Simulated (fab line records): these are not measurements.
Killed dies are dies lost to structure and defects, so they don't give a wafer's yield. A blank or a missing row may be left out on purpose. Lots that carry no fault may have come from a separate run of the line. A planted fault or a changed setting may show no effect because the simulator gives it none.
Struck lot and sound lot, side by side || flow sky130 || 36 out of 708 route steps
Sound: wafers L239.1, L239.3, L239.4. Struck: wafers L241.2, L241.3, L241.4. The cause comes at the end.
Each step with rows lists, per side, the tool, then ch with its chambers, then its first start. Under that, the readings that differ: sound wafers || struck wafers || difference of the means || sigmas: that difference in standard deviations of wafers without a fault.
alike: readings with means less than 2 such deviations apart, plus words and numbers identical on both sides. not compared: withheld readings, readings lacking a value on some wafer, bounds such as >300 that could conceal the same value, and numbers that have no deviation in the record and whose values overlap.
Wherever a step has rows on one side only, a row that says differs or no value, or a row with sigmas, the two part there. When numbers do not overlap yet have no deviation, they are printed without sigmas and do not part them. A reading missing from all wafers of one side parts the sides only when that side holds two or more wafers.

first, 10 steps without rows for these wafers: SKY_POLY_CUT_ETCH_10 (etches BARC in N2/H2, stops on SiO2, time 45.9 s, target depth 60 nm); SKY_POLY_CUT_ETCH_11 (etches Si3N4 in CF4/CH2F2/Ar, stops on poly-Si, time 42.5 s, target depth 60 nm); SKY_POLY_CUT_STRIP_12 (strips in O2/N2); SKY_SD_P_DEHYDRATE_00 (time 60 s); SKY_SD_P_HMDS_01 (prime time 60 s); SKY_SD_P_COAT_02 (resist thk 1140 nm); SKY_SD_P_SOFTBAKE_03 (time 60 s); SKY_SD_P_EXPOSE_04 (exposes mask PSDM, target cd 380 nm); SKY_SD_P_PEB_05; SKY_SD_P_DEVELOP_06 (develop time 60 s).
SKY_SD_P_IMPLANT_09:
  sound on implanter-02 ch 0, day 28 18:16; struck on implanter-04 ch 0, day 29 08:46
  alike: end_station_pressure_torr
SKY_SD_P_STRIP_10: strips in O2/N2.
  sound on plasma_asher-04 ch 0,1, day 28 18:25; struck on plasma_asher-01 ch 0,1, day 29 08:53
{"reading": "oes_product_au (a.u.)", "sound": "0.623 0.618 0.610", "struck": "0.584 0.586 0.590", "difference": -0.030, "sigmas": -6}
{"reading": "strip_time_to_endpoint_s (s)", "sound": "17.39 17.40 17.39", "struck": "18.79 18.80 18.83", "difference": "+1.41", "sigmas": "+29"}
  alike: drypump_motor_current_A
  not compared: rf_hours_counter_h
SKY_SD_P_TW_MEAS_11:
  sound on film_metro-01, day 28 18:31; struck on film_metro-02, day 29 09:13
{"reading": "SD_P_TW", "sound": "2849 2839 2863", "struck": "3093 3104 3114", "difference": "+253", "sigmas": "+14"}
then, 21 steps without rows for these wafers: SKY_RES_XHIGH_DEHYDRATE_00 (time 60 s); SKY_RES_XHIGH_HMDS_01 (prime time 60 s); SKY_RES_XHIGH_COAT_02 (resist thk 1140 nm); SKY_RES_XHIGH_SOFTBAKE_03 (time 60 s); SKY_RES_XHIGH_EXPOSE_04 (exposes mask URPM, target cd 1270 nm); SKY_RES_XHIGH_PEB_05; SKY_RES_XHIGH_DEVELOP_06 (develop time 60 s); SKY_RES_XHIGH_IMPLANT_07; SKY_RES_XHIGH_STRIP_08 (strips in O2/N2); SKY_SD_N_DEHYDRATE_00 (time 60 s); SKY_SD_N_HMDS_01 (prime time 60 s); SKY_SD_N_COAT_02 (resist thk 1140 nm); SKY_SD_N_SOFTBAKE_03 (time 60 s); SKY_SD_N_EXPOSE_04 (exposes mask NSDM, target cd 380 nm); SKY_SD_N_PEB_05; SKY_SD_N_DEVELOP_06 (develop time 60 s); SKY_SD_N_IMPLANT_09; SKY_SD_N_IMPLANT_10; SKY_SD_N_STRIP_11 (strips in O2/N2); SKY_SD_N_CLEAN_13 (cleans in SC1/SC2, time 150 s); SKY_SD_N_RTA_14 (time 2 s).
-- the record jumps here: 2 days lie between the struck wafers' starts before and after --
SKY_SD_N_RS_MEAS_17: measures by four-point-probe.
  sound on film_metro-03, day 31 03:32; struck on film_metro-02, day 31 18:09
{"reading": "SD_P_RS (ohm/sq)", "sound": "148.3 148.1 148.0", "struck": "138.6 138.3 138.2", "difference": -9.8, "sigmas": -33}
-- a jump in the record: the struck wafers' starts before and after are 17 days apart (it breaks off in module SD_N and resumes in module PAD_OPEN, where the first step shown is number 708 of the route) --
SKY_PAD_OPEN_PROBE_99:
  sound on prober-02, day 48 00:21; struck on prober-02, day 48 13:38
{"reading": "model.etest.res_pdiff.line_ohm_um", "sound": "1376 1382 1401", "struck": "1176 1162 1166", "difference": -218, "sigmas": ""}
{"reading": "model.etest.res_high_po.line_ohm_um", "sound": "748.5 762.7 744.3", "struck": "541.5 539.2 532.9", "difference": -214.0, "sigmas": ""}
{"reading": "model.etest.licon_high_po.rc_ohm", "sound": "342.5 364.1 331.9", "struck": "205.2 193.4 201.8", "difference": -146.0, "sigmas": ""}
{"reading": "model.etest.pfet_g5v0d10v5.r_on_ohm_um", "sound": "4770 4766 4842", "struck": "4618 4690 4678", "difference": -131, "sigmas": ""}
{"reading": "model.etest.licon_pdiff.rc_ohm", "sound": "594.1 590.8 571.5", "struck": "491.2 482.5 490.2", "difference": -97.5, "sigmas": ""}
{"reading": "model.etest.res_high_po.rs_ohm_sq", "sound": "261.3 269.3 262.6", "struck": "188.8 188.3 188.5", "difference": -75.9, "sigmas": ""}
{"reading": "model.etest.res_pdiff_hv.rs_ohm_sq", "sound": "190.8 189.2 189.4", "struck": "157.7 157.3 156.6", "difference": -32.6, "sigmas": ""}
{"reading": "model.etest.res_pdiff.rs_ohm_sq", "sound": "193.8 195.5 195", "struck": "164.7 164.9 164.5", "difference": -30.1, "sigmas": ""}
  alike: killed_at_M0_to_M3, killed_at_M4_up, killed_at_contacts, killed_at_front_end, killed_at_other, killed_dies, killed_open, killed_short

== WHERE THEY PART ==
At SKY_SD_P_STRIP_10 first; at SKY_SD_N_RS_MEAS_17 last (within this record only). Later steps at which nothing parts them and some readings are alike: SKY_PAD_OPEN_PROBE_99.

WHY: the cause the simulator had injected
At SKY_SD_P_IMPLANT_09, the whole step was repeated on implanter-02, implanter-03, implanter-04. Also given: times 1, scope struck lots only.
